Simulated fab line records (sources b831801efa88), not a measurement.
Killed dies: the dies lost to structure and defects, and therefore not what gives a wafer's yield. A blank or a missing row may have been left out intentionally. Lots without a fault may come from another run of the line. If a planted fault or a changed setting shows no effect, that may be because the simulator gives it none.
fab line records    flow sky130
record: lots: 6  wafers: 18  lastDay: 51
route steps=708 shown SONOS_TUNNEL@165 SONOS_ONO@168 PAD_OPEN@708
lots with no fault: from the same line, run without faults
startH: start of the lot's first displayed wafer, in hours after the record's first day    waitH: hours since the lot's step before    " unchanged from the row above    L1.1+2: a single row standing in for several wafers    - no value, or no start given    * or withheld: withheld    < > ~ a bound
route shown NAME@n: NAME is a module with steps in the file, n the number in the route of the first one    usual: average and standard deviation across the fault-free wafers    same: alike in all rows    chamber/n: place in a boat    sites: readings site by site    _std_site: the values' standard deviation    _edge_site: mean of outer sites minus mean of inner sites    radiusMm: how far each site lies from the wafer's centre    mask NAME#n: copy n    behind: the last tool/chamber to shape the wafer    hold: why the lot was held/for how many hours/how that ended    device: whichever transistor did not switch (one of n, p or np)    end of line: the same wafers' tests at the end of the route    where a step has no rows: the recipe by itself    killed: at the first sort, the dies lost to defects and structure; wafer yield is something else    map: shows each die of a wafer: x if killed, . if not, _ if none is there
set.NAME: the setting the step ran with; set.NAME@STEP: the setting that earlier step ran with    model.NAME: the simulator's own value behind a step, which no gauge read
a table for each step, a row for each wafer; lots at some steps of the route
services: the hour from which a tool's chamber was out of use, counted from the record's first day as startH (under 0 if before that day), plus the number of hours and why
== steps ==
step: SKY_SONOS_TUNNEL_STRIP_11
recipe: chemistry: SPM  timeS: 600  tempC: 130
step: SKY_SONOS_TUNNEL_TW_MEAS_12
usual: SONOS_TUNNEL_TW: 196.2/1.5
lot.wafer  tool          chamber  startH  waitH  SONOS_TUNNEL_TW
L784.2     filmMetro-01  -        321.04  0.0    196.7
L784.4     "             -        "       "      195.9
L784.6     "             -        "       "      196.0
L785.2     filmMetro-04  -        327.05  0.0    196.5
L785.3     "             -        "       "      197.0
L785.6     "             -        "       "      197.8
L786.3     filmMetro-01  -        333.07  0.0    195.4
L786.4     "             -        "       "      196.9
L786.6     "             -        "       "      196.0
L797.3     filmMetro-02  -        409.07  0.0    194.2
L797.5     "             -        "       "      193.7
L797.6     "             -        "       "      194.1
L799.1     filmMetro-02  -        420.70  0.0    194.2
L799.2     "             -        "       "      194.2
L799.6     "             -        "       "      194.8
L801.1     filmMetro-02  -        435.78  0.0    195.3
L801.2     "             -        "       "      195.4
L801.3     "             -        "       "      195.2
step: SKY_SONOS_TUNNEL_CLEAN_13
recipe: chemistry: dHF  timeS: 20  dilution: 100:1  dry: ipaMarangoni
step: SKY_SONOS_ONO_OXIDATION_00
recipe: tempC: 800  ambient: O2  idleTempC: 700  rampUpCPerMin: 10  rampDownCPerMin: 3  stabiliseS: 600  purgeS: 300  targetThkA: 26  oxTimeS: 1249
step: SKY_SONOS_ONO_THK_MEAS_01
recipe: reads: SiO2_of_SONOS_ONO_OXIDATION_00
usual: SONOS_ONO_OXIDATION_THK: 2.58/0.054
lot.wafer  tool          chamber  startH  waitH  SONOS_ONO_OXIDATION_THK[nm]
L784.2     filmMetro-01  -        324.64  0.0    2.56
L784.4     "             -        "       "      2.56
L784.6     "             -        "       "      2.53
L785.2     filmMetro-01  -        329.16  0.0    2.55
L785.3     "             -        "       "      2.60
L785.6     "             -        "       "      2.59
L786.3     filmMetro-01  -        335.98  0.0    2.56
L786.4     "             -        "       "      2.61
L786.6     "             -        "       "      2.55
L797.3     filmMetro-01  -        410.67  0.0    2.61
L797.5     "             -        "       "      2.63
L797.6     "             -        "       "      2.67
L799.1     filmMetro-03  -        424.32  0.0    2.59
L799.2     "             -        "       "      2.62
L799.6     "             -        "       "      2.60
L801.1     filmMetro-03  -        438.19  0.0    2.66
L801.2     "             -        "       "      2.64
L801.3     "             -        "       "      2.64
step: SKY_SONOS_ONO_CVD_02
recipe: material: Si3N4  precursor: DCS/NH3  targetThkNm: 10.5  tempC: 770  timeS: 180  pressureMtorr: 250
step: SKY_SONOS_ONO_THK_MEAS_03
recipe: reads: Si3N4_of_SONOS_ONO_CVD_02
usual: SONOS_ONO_CVD_02_THK: 10.48/0.13
lot.wafer  tool          chamber  startH  waitH  SONOS_ONO_CVD_02_THK[nm]
L784.2     filmMetro-03  -        327.69  0.0    10.56
L784.4     "             -        "       "      10.56
L784.6     "             -        "       "      10.49
L785.2     filmMetro-02  -        331.74  0.0    10.53
L785.3     "             -        "       "      10.46
L785.6     "             -        "       "      10.54
L786.3     filmMetro-01  -        337.09  0.0    10.56
L786.4     "             -        "       "      10.54
L786.6     "             -        "       "      10.57
L797.3     filmMetro-02  -        413.13  0.0    10.47
L797.5     "             -        "       "      10.39
L797.6     "             -        "       "      10.45
L799.1     filmMetro-01  -        425.43  0.0    10.57
L799.2     "             -        "       "      10.79
L799.6     "             -        "       "      10.68
L801.1     filmMetro-01  -        439.30  0.0    10.49
L801.2     "             -        "       "      10.27
L801.3     "             -        "       "      10.43
step: SKY_SONOS_ONO_CVD_04
recipe: material: SiO2  precursor: SiH4/N2O  targetThkNm: 5.7199  tempC: 900  pressureMtorr: 400
step: SKY_SONOS_ONO_THK_MEAS_05
recipe: reads: SiO2_of_SONOS_ONO_CVD_04
usual: SONOS_ONO_CVD_04_THK: 5.65/0.11
lot.wafer  tool          chamber  startH  waitH  SONOS_ONO_CVD_04_THK[nm]
L784.2     filmMetro-02  -        329.00  0.0    5.57
L784.4     "             -        "       "      5.48
L784.6     "             -        "       "      5.63
L785.2     filmMetro-03  -        333.05  0.0    5.72
L785.3     "             -        "       "      5.81
L785.6     "             -        "       "      5.85
L786.3     filmMetro-03  -        338.40  0.0    5.63
L786.4     "             -        "       "      5.50
L786.6     "             -        "       "      5.48
L797.3     filmMetro-02  -        414.44  0.0    5.83
L797.5     "             -        "       "      5.80
L797.6     "             -        "       "      5.76
L799.1     filmMetro-03  -        426.74  0.0    5.78
L799.2     "             -        "       "      5.72
L799.6     "             -        "       "      5.72
L801.1     filmMetro-01  -        440.61  0.0    5.70
L801.2     "             -        "       "      5.75
L801.3     "             -        "       "      5.77
step: SKY_SONOS_ONO_DEHYDRATE_06
recipe: tempC: 200  timeS: 60
step: SKY_SONOS_ONO_HMDS_07
recipe: primeTimeS: 60  primeTempC: 120
step: SKY_SONOS_ONO_COAT_08
recipe: resist: NOVOLAK  spinRpm: 3000  resistThkNm: 1140
step: SKY_SONOS_ONO_SOFTBAKE_09
recipe: tempC: 90  timeS: 60  resist: NOVOLAK
usual: heaterPowerTotalW: 56.60/0.048  runLengthS: 89.12/0.15
lot.wafer  tool           chamber  startH  waitH  heaterPowerTotalW  runLengthS
L784.2     lithoTrack-01  0        341.86  0.1    56.61              89.02
L784.4     "              0        "       "      56.52              88.95
L784.6     "              0        "       "      56.44              88.87
L785.2     lithoTrack-03  0        344.81  0.1    66.44              66.10
L785.3     "              0        "       "      66.38              65.85
L785.6     "              0        "       "      66.41              65.90
L786.3     lithoTrack-03  0        350.49  0.1    66.46              65.94
L786.4     "              0        "       "      66.53              65.99
L786.6     "              0        "       "      66.55              65.99
L797.3     lithoTrack-01  0        428.94  0.1    56.60              88.97
L797.5     "              0        "       "      56.53              88.88
L797.6     "              0        "       "      56.53              89.11
L799.1     lithoTrack-03  0        441.19  0.1    56.55              89.24
L799.2     "              0        "       "      56.61              89.14
L799.6     "              0        "       "      56.67              89.20
L801.1     lithoTrack-04  0        455.89  0.1    56.65              89.32
L801.2     "              0        "       "      56.64              89.43
L801.3     "              0        "       "      56.56              89.25
step: SKY_SONOS_ONO_EXPOSE_10
recipe: maskId: ONOM  targetCdNm: 410  na: 0.6  sourceShape: conventional  sigmaOuter: 0.6  doseMj: 150
step: SKY_SONOS_ONO_PEB_11
recipe: tempC: withheld  timeS: *  resist: NOVOLAK
step: SKY_SONOS_ONO_DEVELOP_12
recipe: developTimeS: 60  devTempC: 23
usual: developerTempC: 23.03/0.097
lot.wafer  tool           chamber  startH  waitH  developerTempC  model.NOVOLAK_of_SONOS_ONO_COAT_08.thkNm
L784.2     lithoTrack-04  0        355.37  0.1    23.13           1136
L784.4     "              0        "       "      23.02           1139
L784.6     "              0        "       "      22.89           1137
L785.2     lithoTrack-01  0        358.06  0.1    23.18           1155
L785.3     "              0        "       "      22.99           1155
L785.6     "              0        "       "      23.13           1155
L786.3     lithoTrack-03  0        363.89  0.1    23.09           1148
L786.4     "              0        "       "      23.07           1148
L786.6     "              0        "       "      22.94           1148
L797.3     lithoTrack-01  0        443.84  0.1    22.92           1141
L797.5     "              0        "       "      22.93           1140
L797.6     "              0        "       "      22.92           1138
L799.1     lithoTrack-04  0        456.19  0.1    23.19           1148
L799.2     "              0        "       "      23.17           1145
L799.6     "              0        "       "      23.04           1141
L801.1     lithoTrack-03  0        470.64  0.1    22.94           1143
L801.2     "              0        "       "      22.99           1142
L801.3     "              0        "       "      23.03           1138
step: SKY_SONOS_ONO_CD_MEAS_13
recipe: targetCdNm: 410
usual: cdNm: 408.9/2.8
lot.wafer  tool      chamber  startH  waitH  cdNm
L784.2     cdSem-02  -        355.51  0.1    408.6
L784.4     "         -        "       "      409.8
L784.6     "         -        "       "      407.4
L785.2     cdSem-01  -        358.21  0.1    409.7
L785.3     "         -        "       "      408.5
L785.6     "         -        "       "      410.5
L786.3     cdSem-02  -        364.03  0.1    412.2
L786.4     "         -        "       "      411.6
L786.6     "         -        "       "      411.2
L797.3     cdSem-01  -        443.98  0.1    408.0
L797.5     "         -        "       "      408.4
L797.6     "         -        "       "      409.1
L799.1     cdSem-02  -        456.34  0.1    407.2
L799.2     "         -        "       "      408.4
L799.6     "         -        "       "      407.7
L801.1     cdSem-01  -        470.79  0.1    410.0
L801.2     "         -        "       "      409.9
L801.3     "         -        "       "      412.4
step: SKY_SONOS_ONO_OVL_MEAS_14
usual: SONOS_ONO_OVL: -0.7/1.4
lot.wafer  tool        chamber  startH  waitH  SONOS_ONO_OVL[nm]
L784.2     overlay-02  -        355.62  0.1    0.6
L784.4     "           -        "       "      -0.5
L784.6     "           -        "       "      -0.8
L785.2     overlay-02  -        358.31  0.1    -3.0
L785.3     "           -        "       "      -1.9
L785.6     "           -        "       "      -1.5
L786.3     overlay-01  -        364.12  0.1    0.2
L786.4     "           -        "       "      -0.4
L786.6     "           -        "       "      0.4
L797.3     overlay-02  -        444.07  0.1    0.3
L797.5     "           -        "       "      3.3
L797.6     "           -        "       "      3.5
L799.1     overlay-01  -        456.46  0.1    -0.4
L799.2     "           -        "       "      0.0
L799.6     "           -        "       "      0.9
L801.1     overlay-01  -        470.91  0.1    -0.1
L801.2     "           -        "       "      1.3
L801.3     "           -        "       "      -0.1
step: SKY_SONOS_ONO_ETCH_15
recipe: targetDepthNm: 19.52  chemistry: CHF3/O2  sourceW: 600  biasW: 200  pressureMtorr: 40  chf3FlowSccm: 50  O2_flow_sccm: 5  timeS: 7.8
usual: O2_flow_sccm: 4.998/0.013  drypumpMotorCurrentA: 6.0/0.42  oesProductAu: 0.999/0.0094  throttleValvePct: 8.823/0.0095
lot.wafer  tool        chamber  startH  waitH  O2_flow_sccm  drypumpMotorCurrentA  oesProductAu  rfHoursCounterH  throttleValvePct  model.NOVOLAK_of_SONOS_ONO_COAT_08.thkNm
L784.2     rieDiel-03  3        355.65  0.0    5.005         6.0                   0.991         85               8.820             1120
L784.4     "           0        "       "      5.024         6.0                   1.010         113              8.834             1122
L784.6     "           1        "       "      5.004         5.2                   1.020         -                8.842             1120
L785.2     rieDiel-03  3        358.34  0.0    4.999         6.0                   0.981         85               8.807             1139
L785.3     "           1        "       "      4.994         5.1                   1.004         87               8.805             1139
L785.6     "           0        "       "      5.003         6.0                   0.997         -                8.813             1139
L786.3     rieDiel-01  2        364.14  0.0    4.977         6.0                   0.993         5                8.825             1132
L786.4     "           1        "       "      5.017         6.2                   1.002         2                8.835             1132
L786.6     "           0        "       "      5.004         5.9                   1.000         -                8.815             1131
L797.3     rieDiel-02  1        444.09  0.0    5.009         5.5                   1.013         8                8.835             1124
L797.5     "           1        "       "      5.007         5.5                   1.021         -                8.829             1124
L797.6     "           2        "       "      4.993         6.6                   0.999         -                8.812             1121
L799.1     rieDiel-03  0        456.50  0.0    5.002         5.9                   0.995         1                8.816             1132
L799.2     "           1        "       "      4.999         5.1                   1.011         89               8.844             1128
L799.6     "           3        "       "      4.998         6.0                   0.993         -                8.809             1125
L801.1     rieDiel-01  1        470.94  0.0    4.975         6.1                   1.004         4                8.842             1127
L801.2     "           0        "       "      4.997         5.9                   0.986         3                8.811             1126
L801.3     "           3        "       "      4.989         6.2                   0.994         13               8.821             1122
step: SKY_SONOS_ONO_WET_ETCH_16
recipe: chemistry: dHF  targetDepthNm: 14  dry: n2Spin  target: SiO2  dilution: 100:1  tempC: 25  timeS: 280
step: SKY_SONOS_ONO_STRIP_17
recipe: chemistry: O2/N2  powerW: 1400  pressureMtorr: 1500  platenTempC: withheld  o2FlowSccm: 3000  n2FlowSccm: 300  overashFraction: 0.5
usual: drypumpMotorCurrentA: 5.5/0.3  oesProductAu: 0.710/0.0041  stripTimeToEndpointS: 14.11/0.038
lot.wafer  tool            chamber  startH  waitH  drypumpMotorCurrentA  oesProductAu  rfHoursCounterH  stripTimeToEndpointS
L784.2     plasmaAsher-02  0        355.75  0.0    5.7                   0.705         66               14.05
L784.4     "               1        "       "      5.9                   0.715         -                14.08
L784.6     "               1        "       "      5.9                   0.703         -                14.04
L785.2     plasmaAsher-02  1        358.46  0.0    5.9                   0.711         67               14.27
L785.3     "               0        "       "      5.7                   0.710         -                14.27
L785.6     "               1        "       "      5.9                   0.711         -                14.28
L786.3     plasmaAsher-02  0        364.29  0.0    5.7                   0.699         -                14.19
L786.4     "               1        "       "      5.9                   0.716         -                14.19
L786.6     "               1        "       "      5.9                   0.705         -                14.18
L797.3     plasmaAsher-03  1        444.32  0.0    5.3                   0.709         -                14.09
L797.5     "               0        "       "      5.3                   0.709         -                14.11
L797.6     "               1        "       "      5.3                   0.710         -                14.06
L799.1     plasmaAsher-03  0        456.60  0.0    5.3                   0.707         66               14.20
L799.2     "               1        "       "      5.3                   0.707         66               14.14
L799.6     "               1        "       "      5.3                   0.712         -                14.10
L801.1     plasmaAsher-02  0        471.05  0.0    5.7                   0.703         78               14.12
L801.2     "               1        "       "      5.9                   0.713         78               14.12
L801.3     "               1        "       "      5.9                   0.709         -                14.09
step: SKY_SONOS_ONO_WET_ETCH_18
recipe: chemistry: H3PO4  targetDepthNm: 15  target: Si3N4  tempC: 160  timeS: 172
step: SKY_PAD_OPEN_PROBE_99
usual: killed_at_M0_to_M3: 42/6.7  killed_at_M4_up: 3.0/1.9  killedAtContacts: 24/5.3  killedAtFrontEnd: 16/4.3  killedAtOther: 0.4/0.71  killedDies: 85/9.6  killedOpen: 46/6.5  killedShort: 39/6.7
same: grossDies: 492  killedAtBackSide: 0
lot.wafer  tool       chamber  startH   waitH  killed_at_M0_to_M3  killed_at_M4_up  killedAtContacts  killedAtFrontEnd  killedAtOther  killedDies  killedOpen  killedShort
L784.2     prober-02  -        1141.56  0.1    39                  2                22                14                0              77          43          34
L784.4     prober-02  -        1141.66  0.2    44                  1                21                14                0              80          36          44
L784.6     prober-02  -        1141.76  0.2    55                  2                19                19                0              95          53          42
L785.2     prober-01  -        1142.51  0.1    30                  2                25                11                0              68          39          29
L785.3     prober-01  -        1142.56  0.2    44                  2                27                16                0              89          53          36
L785.6     prober-01  -        1142.71  0.2    45                  3                23                17                0              88          51          37
L786.3     prober-02  -        1155.20  0.2    36                  3                19                23                1              82          40          41
L786.4     prober-02  -        1155.25  0.2    35                  3                19                11                0              68          36          32
L786.6     prober-02  -        1155.35  0.2    27                  5                27                16                0              75          44          31
L797.3     prober-01  -        1196.51  0.2    42                  2                31                14                0              89          53          36
L797.5     prober-01  -        1196.61  0.2    40                  2                22                18                0              82          47          35
L797.6     prober-01  -        1196.66  0.2    58                  3                15                13                0              89          54          35
L799.1     prober-01  -        1202.26  0.1    48                  6                28                13                0              95          52          43
L799.2     prober-01  -        1202.31  0.1    41                  3                24                15                0              83          46          37
L799.6     prober-01  -        1202.51  0.2    41                  8                24                12                1              86          41          45
L801.1     prober-01  -        1217.01  0.1    43                  2                23                19                0              87          43          44
L801.2     prober-01  -        1217.06  0.1    48                  3                26                14                1              92          49          40
L801.3     prober-01  -        1217.11  0.2    38                  3                15                19                1              76          42          34
killed by level:class
L784.2 CONTACT:geometricParticle:open=8 METAL1:geometricParticle:short=6 METAL2:geometricParticle:short=6 VIA3:geometricParticle:open=6 LI_CONTACT:geometricParticle:open=5 LOCAL_INTERCONNECT:geometricParticle:short=5 VIA1:geometricParticle:open=5 POLY_GATE:geometricParticle:open=4
L784.4 METAL1:geometricParticle:short=10 METAL2:geometricParticle:short=7 VIA1:geometricParticle:open=6 CONTACT:geometricParticle:open=6 LI_CONTACT:geometricParticle:open=5 CONTACT:geometricParticle:short=5 POLY_GATE:geometricParticle:open=4 LOCAL_INTERCONNECT:geometricParticle:short=4
L784.6 VIA1:geometricParticle:open=11 VIA3:geometricParticle:open=9 LI_CONTACT:geometricParticle:open=9 METAL1:geometricParticle:short=9 VIA1:geometricParticle:short=8 VIA2:geometricParticle:open=7 CONTACT:geometricParticle:open=5 SONOS_ONO:geometricParticle:open=4
L785.2 CONTACT:geometricParticle:open=11 VIA1:geometricParticle:open=9 LI_CONTACT:geometricParticle:open=6 METAL1:geometricParticle:short=6 VIA1:geometricParticle:short=4 VIA3:geometricParticle:open=4 FIELD_ISO:geometricParticle:short=3 LOCAL_INTERCONNECT:geometricParticle:short=3
L785.3 VIA1:geometricParticle:open=15 CONTACT:geometricParticle:open=10 VIA3:geometricParticle:open=8 LI_CONTACT:geometricParticle:open=6 POLY_GATE:geometricParticle:short=5 METAL1:geometricParticle:short=5 VIA1:geometricParticle:short=4 FIELD_ISO:geometricParticle:open=4
L785.6 VIA3:geometricParticle:open=10 CONTACT:geometricParticle:open=8 VIA2:geometricParticle:open=7 POLY_GATE:geometricParticle:open=7 LI_CONTACT:geometricParticle:open=6 METAL1:geometricParticle:short=5 VIA2:geometricParticle:short=5 CONTACT:geometricParticle:short=4
L786.3 VIA1:geometricParticle:open=9 LI_CONTACT:geometricParticle:open=7 FIELD_ISO:geometricParticle:short=5 POLY_GATE:geometricParticle:open=5 METAL1:geometricParticle:short=5 VIA1:geometricParticle:short=5 POLY_GATE:geometricParticle:short=4 VIA2:geometricParticle:short=4
L786.4 VIA1:geometricParticle:open=10 METAL2:geometricParticle:short=7 LI_CONTACT:geometricParticle:open=6 CONTACT:geometricParticle:open=6 VIA2:geometricParticle:open=5 FIELD_ISO:geometricParticle:short=3 METAL1:geometricParticle:short=3 METAL4:geometricParticle:short=3
L786.6 LI_CONTACT:geometricParticle:open=10 CONTACT:geometricParticle:open=9 VIA1:geometricParticle:open=8 FIELD_ISO:geometricParticle:short=5 POLY_GATE:geometricParticle:short=5 VIA3:geometricParticle:open=5 VIA2:geometricParticle:short=4 POLY_GATE:geometricParticle:open=4
L797.3 CONTACT:geometricParticle:open=15 VIA3:geometricParticle:open=10 FIELD_ISO:geometricParticle:open=8 METAL1:geometricParticle:short=7 LI_CONTACT:geometricParticle:short=6 VIA1:geometricParticle:open=6 FIELD_ISO:geometricParticle:short=4 METAL2:geometricParticle:short=4
L797.5 VIA1:geometricParticle:open=15 CONTACT:geometricParticle:open=7 FIELD_ISO:geometricParticle:short=6 LI_CONTACT:geometricParticle:open=6 CONTACT:geometricParticle:short=6 VIA3:geometricParticle:open=5 FIELD_ISO:geometricParticle:open=4 POLY_GATE:geometricParticle:short=4
L797.6 VIA1:geometricParticle:open=17 VIA2:geometricParticle:open=7 CONTACT:geometricParticle:open=6 METAL1:geometricParticle:short=6 METAL2:geometricParticle:short=6 VIA3:geometricParticle:open=6 VIA3:geometricParticle:short=5 FIELD_ISO:geometricParticle:open=4
L799.1 CONTACT:geometricParticle:open=12 VIA2:geometricParticle:open=11 VIA1:geometricParticle:open=11 VIA1:geometricParticle:short=9 METAL1:geometricParticle:short=9 LI_CONTACT:geometricParticle:open=6 METAL4:geometricParticle:short=6 FIELD_ISO:geometricParticle:open=5
L799.2 CONTACT:geometricParticle:open=9 VIA2:geometricParticle:open=9 LI_CONTACT:geometricParticle:open=7 VIA3:geometricParticle:open=7 VIA1:geometricParticle:short=7 VIA1:geometricParticle:open=7 CONTACT:geometricParticle:short=5 METAL2:geometricParticle:short=5
L799.6 VIA1:geometricParticle:open=9 METAL2:geometricParticle:short=8 LI_CONTACT:geometricParticle:open=7 METAL4:geometricParticle:short=6 CONTACT:geometricParticle:open=6 LOCAL_INTERCONNECT:geometricParticle:short=5 VIA3:geometricParticle:open=5 VIA2:geometricParticle:short=4
L801.1 VIA1:geometricParticle:open=10 METAL1:geometricParticle:short=7 CONTACT:geometricParticle:short=7 FIELD_ISO:geometricParticle:short=6 FIELD_ISO:geometricParticle:open=6 LI_CONTACT:geometricParticle:open=5 CONTACT:geometricParticle:open=5 VIA3:geometricParticle:open=5
L801.2 CONTACT:geometricParticle:open=14 VIA1:geometricParticle:open=10 VIA1:geometricParticle:short=6 VIA3:geometricParticle:open=6 VIA2:geometricParticle:open=5 FIELD_ISO:geometricParticle:open=4 LOCAL_INTERCONNECT:geometricParticle:short=4 CONTACT:geometricParticle:short=4
L801.3 VIA1:geometricParticle:open=9 CONTACT:geometricParticle:open=6 CONTACT:geometricParticle:short=6 VIA3:geometricParticle:open=6 FIELD_ISO:geometricParticle:open=5 POLY_GATE:geometricParticle:open=5 METAL2:geometricParticle:short=5 VIA1:geometricParticle:short=4
== services ==
tool            chamber  startH  hours  kind
rieDiel-03      0        367.37  -      clean
rieDiel-03      0        367.37  16.8   scheduledDown
rieDiel-03      0        367.37  16.8   ventCycle
rieDiel-03      2        378.28  4.5    repair
plasmaAsher-03  -        378.53  2.8    pm
plasmaAsher-03  -        382.55  1.6    repair
rieDiel-03      2        397.59  -      clean
rieDiel-03      2        397.59  13.7   scheduledDown
rieDiel-03      2        397.59  13.7   ventCycle
plasmaAsher-03  -        419.40  2.6    repair
rieDiel-02      3        427.98  -      clean
rieDiel-02      3        427.98  19.3   scheduledDown
rieDiel-02      3        427.98  19.3   ventCycle
plasmaAsher-03  -        467.60  10.3   repair
== key ==
firstSign: step: SKY_SONOS_ONO_SOFTBAKE_09  reading: heaterPowerTotalW  direction: up  sigmas: 99+  usual: *  struck: *
effect: step: SKY_SONOS_ONO_SOFTBAKE_09  reading: runLengthS  direction: down  sigmas: 99+  usual: *  struck: *
effect: step: SKY_SONOS_ONO_STRIP_17  reading: stripTimeToEndpointS  direction: up  sigmas: 3.2  usual: *  struck: *
modelEffect: step: SKY_SONOS_ONO_DEVELOP_12  value: NOVOLAK_of_SONOS_ONO_COAT_08.thkNm  without: 1140  struck: 1152
modelEffect: step: SKY_SONOS_ONO_ETCH_15  value: NOVOLAK_of_SONOS_ONO_COAT_08.thkNm  without: 1123  struck: 1135
metAt SKY_SONOS_ONO_SOFTBAKE_09
struckWafers L785.2,L785.3,L785.6,L786.3,L786.4,L786.6
testerLeftOut L785,L786
fault: kind: processParameterDrift  tool: lithoTrack-03  chamber: -  onsetH: 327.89  steps: SKY_SONOS_ONO_SOFTBAKE_09  channel: timeS  offset: *  shape: step  endH: 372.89  actsIn: *  stated: *
testerLeftOut: of these lots the tester's yield and bins aren't shown, on N5 and GAA mostly nor the transistor test; their killed dies are dies lost to structure and defects alone, not to doping, threshold or leakage, so they don't give the yield
